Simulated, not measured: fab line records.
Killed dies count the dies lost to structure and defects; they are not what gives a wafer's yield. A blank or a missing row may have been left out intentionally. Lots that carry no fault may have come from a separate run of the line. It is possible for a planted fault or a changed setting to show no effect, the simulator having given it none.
fab line records -- flow sfq_line
record lots=7, wafers=20, last_day=82
route steps=325 shown INCOMING@1 L0@3 L0V@16 M0@28 M8@325
lots with no fault: from the same line, run without faults
start_h: hours from the record's opening day to when the first of the lot's shown wafers began -- wait_h: hours from the lot's prior step to this one -- " as in the row above -- L1.1+2: one row covering several wafers at once -- - value missing, or start not given -- * or withheld: withheld -- < > ~ a bound
route shown NAME@n: a module of which the file shows steps, and the number in the route of the first -- usual: mean/standard deviation of fault-free wafers -- same: alike in all rows -- chamber/n: place in a boat -- sites: each site's reading -- _std_site: standard deviation of those values -- _edge_site: inner sites' mean taken away from outer sites' mean -- radius_mm: for every site, how far away it sits from the centre of the wafer -- mask NAME#n: copy n -- behind: tool/chamber where the wafer was last shaped -- hold: what put the lot on hold/how long, in hours/how the hold closed -- device: the transistor (n, p or np) that didn't switch -- end of line: at the end of the route, the tests of the same wafers -- where a step has no rows: the recipe by itself -- killed: dies lost to structure and defects at the first sort, not the wafer's yield -- map: the dies of a wafer, with x for killed, . for not killed, _ for no die there
set.NAME: the setting that was run; set.NAME@STEP: the one run at that earlier step -- model.NAME: the simulator's own value behind a step, which no gauge read
lots seen at some steps along the route; tables by step, rows by wafer
services: from which hour (start_h, from the record's first day; less than 0 if before it) a tool's chamber was out of use, for how many hours, and why
## steps
# step SFQ_INCOMING_BOW_MEAS_900
# recipe mode=bow
# usual INCOMING_BOW=0/6.8
lot.wafer,tool,chamber,start_h,wait_h,INCOMING_BOW[um]
L255.4,film_metro-02,-,25.06,-,-3
L255.5,film_metro-02,-,25.06,-,1
L255.6,film_metro-02,-,25.06,-,3
L258.2,film_metro-03,-,40.02,-,-1
L258.4,film_metro-03,-,40.02,-,7
L258.5,film_metro-03,-,40.02,-,11
L259.2,film_metro-03,-,45.02,-,8
L259.3,film_metro-03,-,45.02,-,0
L259.4,film_metro-03,-,45.02,-,-5
L265.2,film_metro-03,-,75.02,-,3
L265.3,film_metro-03,-,75.02,-,-5
L265.4,film_metro-03,-,75.02,-,8
L266.4,film_metro-03,-,80.06,-,10
L266.5,film_metro-03,-,80.06,-,5
L266.6,film_metro-03,-,80.06,-,9
L270.1,film_metro-04,-,100.00,-,-12
L270.2,film_metro-04,-,100.00,-,7
L270.3,film_metro-04,-,100.00,-,-2
L271.4,film_metro-04,-,105.06,-,-10
L271.5,film_metro-04,-,105.06,-,12
# step SFQ_TRILAYER_INCOMING_OXIDATION_002
# recipe temp_c=1000, ambient=H2O, target_thk_a=5000, p_h2o_torr=720, ox_time_s=4939
# step SFQ_TRILAYER_L0_DEP_SPUTTER_003
# recipe material=MoNx_KI, base_pressure_pa=1.33e-06, target_thk_nm=40, power_w=800, time_s=100, chamber_pressure_pa=0.4
# usual throttle_valve_pct=30.1/1.1
lot.wafer,tool,chamber,start_h,wait_h,throttle_valve_pct,model.MoNx_KI_of_TRILAYER_L0_DEP_SPUTTER_003.thk_nm
L255.4,pvd_sputter-05,-,27.49,0.0,31.6,40.33
L255.5,pvd_sputter-05,-,27.49,0.0,31.5,40.01
L255.6,pvd_sputter-05,-,27.49,0.0,28.4,40.19
L258.2,pvd_sputter-03,-,42.49,0.0,32.0,40.38
L258.4,pvd_sputter-03,-,42.49,0.0,30.4,40.68
L258.5,pvd_sputter-03,-,42.49,0.0,31.7,40.58
L259.2,pvd_sputter-05,-,47.49,0.0,29.8,39.73
L259.3,pvd_sputter-05,-,47.49,0.0,31.4,40.21
L259.4,pvd_sputter-05,-,47.49,0.0,28.3,39.87
L265.2,pvd_sputter-04,-,77.49,0.0,28.4,40.83
L265.3,pvd_sputter-04,-,77.49,0.0,29.8,40.3
L265.4,pvd_sputter-04,-,77.49,0.0,30.7,41.02
L266.4,pvd_sputter-03,-,82.49,0.0,31.6,25.73
L266.5,pvd_sputter-03,-,82.49,0.0,30.4,40.43
L266.6,pvd_sputter-03,-,82.49,0.0,31.8,40.18
L270.1,pvd_sputter-03,-,102.49,0.0,29.5,25.74
L270.2,pvd_sputter-03,-,102.49,0.0,30.4,40.4
L270.3,pvd_sputter-03,-,102.49,0.0,31.6,40.38
L271.4,pvd_sputter-03,-,107.49,0.0,29.1,25.83
L271.5,pvd_sputter-03,-,107.49,0.0,30.4,40.24
# step SFQ_L0_RS_MEAS_901
# recipe thk_meas_gauge=four-point-probe, reads=MoNx_KI_of_TRILAYER_L0_DEP_SPUTTER_003
# usual L0_MONX_KI_RS=43.4/0.49
lot.wafer,tool,chamber,start_h,wait_h,hold,L0_MONX_KI_RS[ohm/sq]
L255.4,film_metro-01,-,27.62,0.1,-,43.1
L255.5,film_metro-01,-,27.62,0.1,-,43.5
L255.6,film_metro-01,-,27.62,0.1,-,43.3
L258.2,film_metro-01,-,42.58,0.1,-,43.1
L258.4,film_metro-01,-,42.58,0.1,-,42.8
L258.5,film_metro-01,-,42.58,0.1,-,42.9
L259.2,film_metro-02,-,47.58,0.1,-,43.9
L259.3,film_metro-02,-,47.58,0.1,-,43.2
L259.4,film_metro-02,-,47.58,0.1,-,43.6
L265.2,film_metro-04,-,77.58,0.1,-,42.6
L265.3,film_metro-04,-,77.58,0.1,-,43.2
L265.4,film_metro-04,-,77.58,0.1,-,42.4
L266.4,film_metro-02,-,82.62,0.1,await_dispo/0.2h/release,67.6
L266.5,film_metro-02,-,82.62,0.1,await_dispo/0.2h/release,43.1
L266.6,film_metro-02,-,82.62,0.1,await_dispo/0.2h/release,43.3
L266.4,film_metro-02,-,82.91,0.3,-,67.6
L266.5,film_metro-02,-,82.91,0.3,-,43.1
L266.6,film_metro-02,-,82.91,0.3,-,43.3
L270.1,film_metro-01,-,102.56,0.0,await_dispo/0.2h/release,67.6
L270.2,film_metro-01,-,102.56,0.0,await_dispo/0.2h/release,43.0
L270.3,film_metro-01,-,102.56,0.0,await_dispo/0.2h/release,43.1
L270.1,film_metro-01,-,102.85,0.3,-,67.6
L270.2,film_metro-01,-,102.85,0.3,-,43.1
L270.3,film_metro-01,-,102.85,0.3,-,43.1
L271.4,film_metro-01,-,107.62,0.1,await_dispo/0.2h/release,67.4
L271.5,film_metro-01,-,107.62,0.1,await_dispo/0.2h/release,43.3
L271.4,film_metro-01,-,107.91,0.3,-,67.4
L271.5,film_metro-01,-,107.91,0.3,-,43.2
# step SFQ_L0_THK_MEAS_902
# recipe thk_meas_gauge=xrf, reads=MoNx_KI_of_TRILAYER_L0_DEP_SPUTTER_003
# usual L0_MONX_KI_THK=39.7/0.48
lot.wafer,tool,chamber,start_h,wait_h,hold,L0_MONX_KI_THK[nm]
L255.4,film_metro-01,-,27.71,0.1,-,39.9
L255.5,film_metro-01,-,27.71,0.1,-,39.4
L255.6,film_metro-01,-,27.71,0.1,-,39.7
L258.2,film_metro-01,-,42.69,0.1,-,39.7
L258.4,film_metro-01,-,42.69,0.1,-,40.1
L258.5,film_metro-01,-,42.69,0.1,-,40.0
L259.2,film_metro-02,-,47.69,0.1,-,39.6
L259.3,film_metro-02,-,47.69,0.1,-,39.9
L259.4,film_metro-02,-,47.69,0.1,-,39.6
L265.2,film_metro-04,-,77.69,0.1,-,40.5
L265.3,film_metro-04,-,77.69,0.1,-,39.7
L265.4,film_metro-04,-,77.69,0.1,-,40.9
L266.4,film_metro-02,-,84.98,2.1,await_dispo/0.2h/release,25.3
L266.5,film_metro-02,-,84.98,2.1,await_dispo/0.2h/release,40.2
L266.6,film_metro-02,-,84.98,2.1,await_dispo/0.2h/release,39.8
L266.4,film_metro-02,-,85.21,0.2,-,25.3
L266.5,film_metro-02,-,85.21,0.2,-,40.0
L266.6,film_metro-02,-,85.21,0.2,-,39.7
L270.1,film_metro-01,-,107.36,4.5,await_dispo/0.2h/release,25.6
L270.2,film_metro-01,-,107.36,4.5,await_dispo/0.2h/release,40.1
L270.3,film_metro-01,-,107.36,4.5,await_dispo/0.2h/release,40.4
L270.1,film_metro-01,-,107.68,0.3,-,25.7
L270.2,film_metro-01,-,107.68,0.3,-,40.2
L270.3,film_metro-01,-,107.68,0.3,-,40.5
L271.4,film_metro-01,-,110.58,2.6,await_dispo/0.2h/release,25.7
L271.5,film_metro-01,-,110.58,2.6,await_dispo/0.2h/release,39.9
L271.4,film_metro-01,-,110.80,0.2,-,25.9
L271.5,film_metro-01,-,110.80,0.2,-,39.9
# step SFQ_TRILAYER_L0_LITHO_COAT_005
# recipe resist=KrF, spin_rpm=3000, resist_thk_nm=600
# step SFQ_TRILAYER_L0_LITHO_SOFTBAKE_009
# recipe temp_c=withheld, time_s=withheld, resist=KrF
# step SFQ_TRILAYER_L0_LITHO_EXPOSE_006
# recipe mask_id=L0, na=0.6, source_shape=conventional, sigma_outer=0.65, target_cd_nm=2000, dose_mj=14.4
# step SFQ_TRILAYER_L0_LITHO_PEB_008
# recipe peb_temp_c=115, peb_time_s=60, resist=KrF
# step SFQ_TRILAYER_L0_LITHO_DEVELOP_007
# recipe time_s=60, resist=KrF
# step SFQ_TRILAYER_L0_BARC_OPEN_METAL_ETCH_010
# recipe mask_material=PR, chemistry=O2, target_depth_nm=125, target=BARC, icp_w=600, bias_w=80, pressure_mtorr=10, time_s=41.7
# usual drypump_motor_current_A=5.6/0.51, oes_product_au=0.685/0.005
lot.wafer,tool,chamber,start_h,wait_h,drypump_motor_current_A,oes_product_au,rf_hours_counter_h
L255.4,rie_metal-03,0,97.83,0.1,6.0,0.686,-
L255.5,rie_metal-03,0,97.83,0.1,6.0,0.686,-
L255.6,rie_metal-03,1,97.83,0.1,5.0,0.681,-
L258.2,rie_metal-02,1,106.21,0.1,5.9,0.686,169
L258.4,rie_metal-02,0,106.21,0.1,6.6,0.690,-
L258.5,rie_metal-02,1,106.21,0.1,5.9,0.691,-
L259.2,rie_metal-03,0,111.53,0.1,5.9,0.684,197
L259.3,rie_metal-03,0,111.53,0.1,5.9,0.686,-
L259.4,rie_metal-03,1,111.53,0.1,5.0,0.679,-
L265.2,rie_metal-01,0,148.66,0.1,5.3,0.680,35
L265.3,rie_metal-01,1,148.66,0.1,5.7,0.685,-
L265.4,rie_metal-01,0,148.66,0.1,5.3,0.683,-
L266.4,rie_metal-01,0,157.08,0.1,5.3,0.685,-
L266.5,rie_metal-01,1,157.08,0.1,5.7,0.686,-
L266.6,rie_metal-01,0,157.08,0.1,5.3,0.683,-
L270.1,rie_metal-03,0,179.53,0.1,6.0,0.688,3
L270.2,rie_metal-03,1,179.53,0.1,5.0,0.682,94
L270.3,rie_metal-03,1,179.53,0.1,5.0,0.682,-
L271.4,rie_metal-02,1,186.75,0.1,6.0,0.677,-
L271.5,rie_metal-02,0,186.75,0.1,6.6,0.688,-
# step SFQ_TRILAYER_L0_ETCH_METAL_ETCH_008
# recipe target=MoNx_KI, stop_on=SiO2, mask_material=PR, chemistry=SF6/O2, target_depth_nm=50, icp_w=600, bias_w=80, pressure_mtorr=10, time_s=25
# usual drypump_motor_current_A=5.6/0.51, oes_product_au=0.874/0.0072
lot.wafer,tool,chamber,start_h,wait_h,drypump_motor_current_A,oes_product_au,rf_hours_counter_h
L255.4,rie_metal-03,0,97.88,0.0,5.9,0.867,-
L255.5,rie_metal-03,0,97.88,0.0,6.0,0.873,-
L255.6,rie_metal-03,1,97.88,0.0,5.0,0.881,-
L258.2,rie_metal-02,1,106.27,0.0,5.9,0.876,169
L258.4,rie_metal-02,0,106.27,0.0,6.6,0.881,-
L258.5,rie_metal-02,1,106.27,0.0,5.9,0.878,-
L259.2,rie_metal-03,0,111.59,0.0,6.0,0.870,197
L259.3,rie_metal-03,0,111.59,0.0,6.0,0.876,-
L259.4,rie_metal-03,1,111.59,0.0,5.0,0.874,-
L265.2,rie_metal-01,0,148.72,0.0,5.3,0.887,35
L265.3,rie_metal-01,1,148.72,0.0,5.7,0.874,-
L265.4,rie_metal-01,0,148.72,0.0,5.3,0.884,-
L266.4,rie_metal-01,0,157.13,0.0,5.3,0.692,-
L266.5,rie_metal-01,1,157.13,0.0,5.7,0.875,-
L266.6,rie_metal-01,0,157.13,0.0,5.3,0.876,-
L270.1,rie_metal-03,0,179.59,0.0,5.9,0.701,3
L270.2,rie_metal-03,1,179.59,0.0,5.0,0.881,94
L270.3,rie_metal-03,1,179.59,0.0,5.0,0.876,-
L271.4,rie_metal-02,1,186.81,0.0,6.0,0.685,-
L271.5,rie_metal-02,0,186.81,0.0,6.6,0.882,-
# step SFQ_TRILAYER_L0_STRIP_STRIP_009
# recipe gas=O2, power_w=200, platen_temp_c=40, overash_fraction=0.65, chemistry=O2, pressure_mtorr=50
# usual drypump_motor_current_A=5.6/0.51, oes_product_au=1.001/0.0072, platen_temp_c=40.00/0.11
lot.wafer,tool,chamber,start_h,wait_h,drypump_motor_current_A,oes_product_au,platen_temp_c,rf_hours_counter_h
L255.4,rie_metal-03,0,98.11,0.2,6.0,0.993,40.01,-
L255.5,rie_metal-03,0,98.11,0.2,6.0,0.990,40.25,-
L255.6,rie_metal-03,1,98.11,0.2,5.0,0.992,40.03,-
L258.2,rie_metal-02,1,106.31,0.0,5.9,0.992,40.08,169
L258.4,rie_metal-02,0,106.31,0.0,6.6,0.996,40.17,-
L258.5,rie_metal-02,1,106.31,0.0,5.9,0.999,39.92,-
L259.2,rie_metal-03,0,111.64,0.0,5.9,0.993,39.98,197
L259.3,rie_metal-03,0,111.64,0.0,6.0,0.989,40.05,-
L259.4,rie_metal-03,1,111.64,0.0,5.0,1.010,39.94,-
L265.2,rie_metal-01,0,148.76,0.0,5.3,0.998,39.87,35
L265.3,rie_metal-01,1,148.76,0.0,5.7,0.996,39.84,-
L265.4,rie_metal-01,0,148.76,0.0,5.3,1.005,40.03,-
L266.4,rie_metal-01,0,157.36,0.2,5.3,1.002,40.12,-
L266.5,rie_metal-01,1,157.36,0.2,5.7,1.015,40.11,-
L266.6,rie_metal-01,0,157.36,0.2,5.3,1.009,40.07,-
L270.1,rie_metal-03,0,179.64,0.0,5.9,1.007,39.93,3
L270.2,rie_metal-03,1,179.64,0.0,5.0,0.998,39.87,94
L270.3,rie_metal-03,1,179.64,0.0,5.0,1.003,39.90,-
L271.4,rie_metal-02,1,187.04,0.2,5.9,0.992,39.75,-
L271.5,rie_metal-02,0,187.04,0.2,6.6,1.003,40.05,-
# step SFQ_TRILAYER_L0_STRIP_SOLV_CLEAN_010
# recipe chemistry=NMP, temp_c=70, time_s=600
# step SFQ_TRILAYER_L0_CAP_PECVD_011
# recipe material=SiO2, temp_c=150, time_s=13.333, pressure_torr=2.4, rf_w=183.3, precursor=SiH4/N2O, target_thk_nm=60
# usual heater_power_w=81/16, throttle_valve_pct=25.7/1.2
lot.wafer,tool,chamber,start_h,wait_h,heater_power_w,throttle_valve_pct
L255.4,pecvd-02,1,98.70,0.0,49,27.4
L255.5,pecvd-02,0,98.70,0.0,77,24.9
L255.6,pecvd-02,2,98.70,0.0,73,25.9
L258.2,pecvd-02,2,107.09,0.0,73,25.7
L258.4,pecvd-02,2,107.09,0.0,72,25.9
L258.5,pecvd-02,1,107.09,0.0,61,27.1
L259.2,pecvd-03,2,112.41,0.0,90,25.2
L259.3,pecvd-03,1,112.41,0.0,70,24.6
L259.4,pecvd-03,0,112.41,0.0,99,25.8
L265.2,pecvd-03,0,149.54,0.0,88,25.8
L265.3,pecvd-03,2,149.54,0.0,94,25.3
L265.4,pecvd-03,0,149.54,0.0,93,26.0
L266.4,pecvd-02,0,157.95,0.0,82,24.9
L266.5,pecvd-02,2,157.95,0.0,77,26.2
L266.6,pecvd-02,1,157.95,0.0,63,27.1
L270.1,pecvd-02,0,180.41,0.0,80,25.0
L270.2,pecvd-02,1,180.41,0.0,59,27.2
L270.3,pecvd-02,2,180.41,0.0,75,26.0
L271.4,pecvd-02,1,187.63,0.0,54,27.2
L271.5,pecvd-02,2,187.63,0.0,74,26.0
# step SFQ_TRILAYER_L0_VIA_LITHO_COAT_018
# recipe resist=BARC, spin_rpm=3000, resist_thk_nm=62
# step SFQ_TRILAYER_L0_VIA_LITHO_COAT_013
# recipe resist=KrF, spin_rpm=3000, resist_thk_nm=650
# step SFQ_TRILAYER_L0_VIA_LITHO_SOFTBAKE_017
# recipe temp_c=withheld, time_s=withheld, resist=KrF
# step SFQ_TRILAYER_L0_VIA_LITHO_EXPOSE_014
# recipe mask_id=L0V, na=0.6, source_shape=conventional, sigma_outer=0.65, target_cd_nm=700, dose_mj=21.3
# step SFQ_TRILAYER_L0_VIA_LITHO_PEB_016
# recipe peb_temp_c=115, peb_time_s=60, resist=KrF
# step SFQ_TRILAYER_L0_VIA_LITHO_DEVELOP_015
# recipe time_s=60, resist=KrF
# step SFQ_L0V_OVL_MEAS_903
# usual L0V_OVL=0/4.6
lot.wafer,tool,chamber,start_h,wait_h,L0V_OVL[nm]
L255.4,overlay-02,-,175.99,0.1,-2
L255.5,overlay-02,-,175.99,0.1,-4
L255.6,overlay-02,-,175.99,0.1,-1
L258.2,overlay-02,-,185.54,0.1,-3
L258.4,overlay-02,-,185.54,0.1,4
L258.5,overlay-02,-,185.54,0.1,-1
L259.2,overlay-01,-,192.74,0.1,-3
L259.3,overlay-01,-,192.74,0.1,5
L259.4,overlay-01,-,192.74,0.1,2
L265.2,overlay-01,-,232.31,0.1,-4
L265.3,overlay-01,-,232.31,0.1,-4
L265.4,overlay-01,-,232.31,0.1,-2
L266.4,overlay-02,-,240.72,0.1,1
L266.5,overlay-02,-,240.72,0.1,3
L266.6,overlay-02,-,240.72,0.1,9
L270.1,overlay-02,-,268.31,0.1,-3
L270.2,overlay-02,-,268.31,0.1,-6
L270.3,overlay-02,-,268.31,0.1,-2
L271.4,overlay-02,-,277.51,0.1,6
L271.5,overlay-02,-,277.51,0.1,2
# step SFQ_TRILAYER_L0_VIA_BARC_OPEN_VIA_ETCH_021
# recipe mask_material=PR, chemistry=O2, target_depth_nm=125, target=BARC, source_w=500, bias_w=80, pressure_mtorr=30, time_s=41.7
# usual drypump_motor_current_A=5.6/0.44, oes_product_au=0.685/0.0046
lot.wafer,tool,chamber,start_h,wait_h,drypump_motor_current_A,oes_product_au,rf_hours_counter_h
L255.4,rie_diel-02,3,176.01,0.0,5.3,0.683,7
L255.5,rie_diel-02,2,176.01,0.0,5.5,0.685,-
L255.6,rie_diel-02,1,176.01,0.0,5.1,0.691,-
L258.2,rie_diel-04,3,185.57,0.0,5.6,0.689,4
L258.4,rie_diel-04,0,185.57,0.0,6.2,0.685,13
L258.5,rie_diel-04,2,185.57,0.0,5.6,0.683,-
L259.2,rie_diel-02,3,192.77,0.0,5.3,0.684,7
L259.3,rie_diel-02,0,192.77,0.0,6.3,0.683,10
L259.4,rie_diel-02,2,192.77,0.0,5.6,0.684,3
L265.2,rie_diel-02,3,232.34,0.0,5.3,0.686,8
L265.3,rie_diel-02,1,232.34,0.0,5.1,0.685,119
L265.4,rie_diel-02,0,232.34,0.0,6.4,0.680,10
L266.4,rie_diel-04,1,240.74,0.0,4.8,0.689,2
L266.5,rie_diel-04,1,240.74,0.0,4.8,0.688,-
L266.6,rie_diel-04,0,240.74,0.0,6.2,0.701,-
L270.1,rie_diel-01,3,268.34,0.0,5.1,0.676,85
L270.2,rie_diel-01,2,268.34,0.0,5.7,0.688,30
L270.3,rie_diel-01,0,268.34,0.0,5.9,0.684,7
L271.4,rie_diel-02,1,277.52,0.0,5.1,0.683,120
L271.5,rie_diel-02,1,277.52,0.0,5.1,0.686,-
# step SFQ_TRILAYER_L0_VIA_ETCH_VIA_ETCH_016
# recipe target=SiO2, stop_on=MoNx_KI, mask_material=PR, chemistry=CHF3, target_depth_nm=80, source_w=500, bias_w=80, pressure_mtorr=30, time_s=withheld
# step SFQ_TRILAYER_L0_VIA_STRIP_STRIP_017
# recipe gas=O2, power_w=200, platen_temp_c=40, overash_fraction=0.65, chemistry=O2, pressure_mtorr=50
# step SFQ_TRILAYER_L0_VIA_STRIP_SOLV_CLEAN_018
# recipe chemistry=NMP, temp_c=70, time_s=600
# step SFQ_TRILAYER_M0_DEP_PRE_CLEAN_020
# recipe gas=Ar, time_s=15, bias_v=250
# step SFQ_TRILAYER_M0_DEP_SPUTTER_019
# recipe material=Nb, base_pressure_pa=1.33e-06, chamber_pressure_pa=0.1333, substrate_temp_c=20, resputter_cathode_voltage_v=400, target_thk_nm=200, power_w=2000, time_s=133.3
# usual throttle_valve_pct=29.9/1
lot.wafer,tool,chamber,start_h,wait_h,throttle_valve_pct
L255.4,pvd_sputter-05,-,176.89,0.0,31.8
L255.5,pvd_sputter-05,-,176.89,0.0,28.4
L255.6,pvd_sputter-05,-,176.89,0.0,29.7
L258.2,pvd_sputter-03,-,186.46,0.0,29.6
L258.4,pvd_sputter-03,-,186.46,0.0,30.3
L258.5,pvd_sputter-03,-,186.46,0.0,31.8
L259.2,pvd_sputter-05,-,193.66,0.0,28.6
L259.3,pvd_sputter-05,-,193.66,0.0,31.3
L259.4,pvd_sputter-05,-,193.66,0.0,31.6
L265.2,pvd_sputter-06,-,233.23,0.0,29.4
L265.3,pvd_sputter-06,-,233.23,0.0,29.9
L265.4,pvd_sputter-06,-,233.23,0.0,29.2
L266.4,pvd_sputter-03,-,241.63,0.0,29.7
L266.5,pvd_sputter-03,-,241.63,0.0,30.6
L266.6,pvd_sputter-03,-,241.63,0.0,29.1
L270.1,pvd_sputter-03,-,269.24,0.0,30.4
L270.2,pvd_sputter-03,-,269.24,0.0,31.5
L270.3,pvd_sputter-03,-,269.24,0.0,29.0
L271.4,pvd_sputter-06,-,279.01,0.0,29.2
L271.5,pvd_sputter-06,-,279.01,0.0,29.3
# step SFQ_M0_RS_MEAS_904
# recipe thk_meas_gauge=four-point-probe, reads=Nb_of_TRILAYER_M0_DEP_SPUTTER_019
# usual M0_NB_RS=0.894/0.009
lot.wafer,tool,chamber,start_h,wait_h,M0_NB_RS[ohm/sq]
L255.4,film_metro-03,-,177.05,0.1,0.903
L255.5,film_metro-03,-,177.05,0.1,0.908
L255.6,film_metro-03,-,177.05,0.1,0.905
L258.2,film_metro-01,-,186.57,0.1,0.907
L258.4,film_metro-01,-,186.57,0.1,0.896
L258.5,film_metro-01,-,186.57,0.1,0.903
L259.2,film_metro-03,-,193.77,0.1,0.892
L259.3,film_metro-03,-,193.77,0.1,0.900
L259.4,film_metro-03,-,193.77,0.1,0.895
L265.2,film_metro-02,-,233.34,0.1,0.888
L265.3,film_metro-02,-,233.34,0.1,0.893
L265.4,film_metro-02,-,233.34,0.1,0.893
L266.4,film_metro-02,-,241.78,0.1,0.888
L266.5,film_metro-02,-,241.78,0.1,0.882
L266.6,film_metro-02,-,241.78,0.1,0.885
L270.1,film_metro-01,-,269.33,0.0,0.872
L270.2,film_metro-01,-,269.33,0.0,0.868
L270.3,film_metro-01,-,269.33,0.0,0.871
L271.4,film_metro-03,-,279.16,0.1,0.890
L271.5,film_metro-03,-,279.16,0.1,0.893
# step SFQ_TRILAYER_M0_LITHO_COAT_026
# recipe resist=BARC, spin_rpm=3000, resist_thk_nm=62
# step SFQ_M8_BOW_MEAS_951
# recipe mode=bow
# usual M8_BOW=6/11
lot.wafer,tool,chamber,start_h,wait_h,M8_BOW[um],model.etest.l0.ohm_sq,model.etest.l0v.link_ohm,model.etest.l0.ohm_um
L255.4,film_metro-01,-,1709.93,0.1,-3,43.15,44.08,21.58
L255.5,film_metro-01,-,1709.93,0.1,0,43.49,44.43,21.75
L255.6,film_metro-01,-,1709.93,0.1,2,43.3,44.23,21.65
L258.2,film_metro-01,-,1740.48,0.0,9,43.1,44.03,21.55
L258.4,film_metro-01,-,1740.48,0.0,18,42.78,43.7,21.4
L258.5,film_metro-01,-,1740.48,0.0,22,42.88,43.81,21.45
L259.2,film_metro-04,-,1746.48,0.0,8,43.8,44.72,21.91
L259.3,film_metro-04,-,1746.48,0.0,0,43.28,44.21,21.64
L259.4,film_metro-04,-,1746.48,0.0,-5,43.64,44.57,21.81
L265.2,film_metro-03,-,1906.91,0.0,20,42.62,43.53,21.28
L265.3,film_metro-03,-,1906.91,0.0,9,43.17,44.1,21.57
L265.4,film_metro-03,-,1906.91,0.0,26,42.42,43.34,21.2
L266.4,film_metro-03,-,1912.74,0.1,10,67.62,68.54,33.84
L266.5,film_metro-03,-,1912.74,0.1,7,43.04,43.95,21.53
L266.6,film_metro-03,-,1912.74,0.1,9,43.31,44.22,21.67
L270.1,film_metro-01,-,1967.62,0.0,-6,67.6,68.5,33.81
L270.2,film_metro-01,-,1967.62,0.0,14,43.07,43.97,21.54
L270.3,film_metro-01,-,1967.62,0.0,4,43.09,43.99,21.56
L271.4,film_metro-01,-,1970.09,0.1,4,67.37,68.29,33.68
L271.5,film_metro-01,-,1970.09,0.1,25,43.25,44.16,21.61
## services
tool,chamber,start_h,hours,kind
rie_metal-03,-,16.27,14.6,pm
rie_diel-04,2,27.48,9.9,repair
pvd_sputter-05,-,28.33,4.2,repair
rie_diel-04,-,31.77,0.5,repair
pvd_sputter-03,-,32.92,0.7,repair
rie_metal-03,-,47.90,1.4,pm
pvd_sputter-03,-,58.81,1.9,repair
rie_metal-02,-,73.26,2.8,pm
pvd_sputter-05,-,77.51,3.6,repair
pvd_sputter-05,-,87.42,7.4,repair
pvd_sputter-05,-,101.54,8.1,repair
pvd_sputter-05,-,179.60,13.4,repair
pecvd-02,1,181.03,5.4,repair
pecvd-02,-,194.25,14.0,pm
pvd_sputter-05,-,196.43,0.6,repair
rie_metal-02,-,198.75,21.4,repair
rie_metal-02,-,199.00,1.1,repair
rie_metal-01,-,201.08,2.8,pm
rie_diel-02,-,202.08,3.0,repair
rie_diel-02,0,202.66,5.5,repair
pecvd-02,-,235.74,2.8,pm
rie_metal-03,-,239.28,28.1,pm
pvd_sputter-03,-,262.85,0.6,repair
pvd_sputter-03,-,271.00,0.9,repair
## key
first_sign step=SFQ_L0_RS_MEAS_901, reading=visit, direction=added
effect step=SFQ_L0_RS_MEAS_901, reading=L0_MONX_KI_RS, direction=up, sigmas=49, usual=43.4, struck=67.5
effect step=SFQ_L0_THK_MEAS_902, reading=visit, direction=added
effect step=SFQ_L0_THK_MEAS_902, reading=L0_MONX_KI_THK, direction=down, sigmas=29, usual=39.7, struck=25.5
effect step=SFQ_TRILAYER_L0_ETCH_METAL_ETCH_008, reading=oes_product_au, direction=down, sigmas=25, usual=0.874, struck=0.693
model_effect step=SFQ_TRILAYER_L0_DEP_SPUTTER_003, value=MoNx_KI_of_TRILAYER_L0_DEP_SPUTTER_003.thk_nm, without=40.59, struck=25.77
model_effect step=SFQ_M8_BOW_MEAS_951, value=etest.l0.ohm_sq, without=42.87, struck=67.53
met_at SFQ_TRILAYER_L0_DEP_SPUTTER_003
struck_wafers L266.4,L270.1,L271.4
onset_between 42.49 82.49
fault kind=process_parameter_drift, tool=pvd_sputter-03, chamber=-, onset_h=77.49, steps=SFQ_TRILAYER_L0_DEP_SPUTTER_003, channel=target_thk_nm, offset=-14.819, shape=step, end_h=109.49, scope=struck_wafers_only, acts_in=these_recipes_only, stated=40
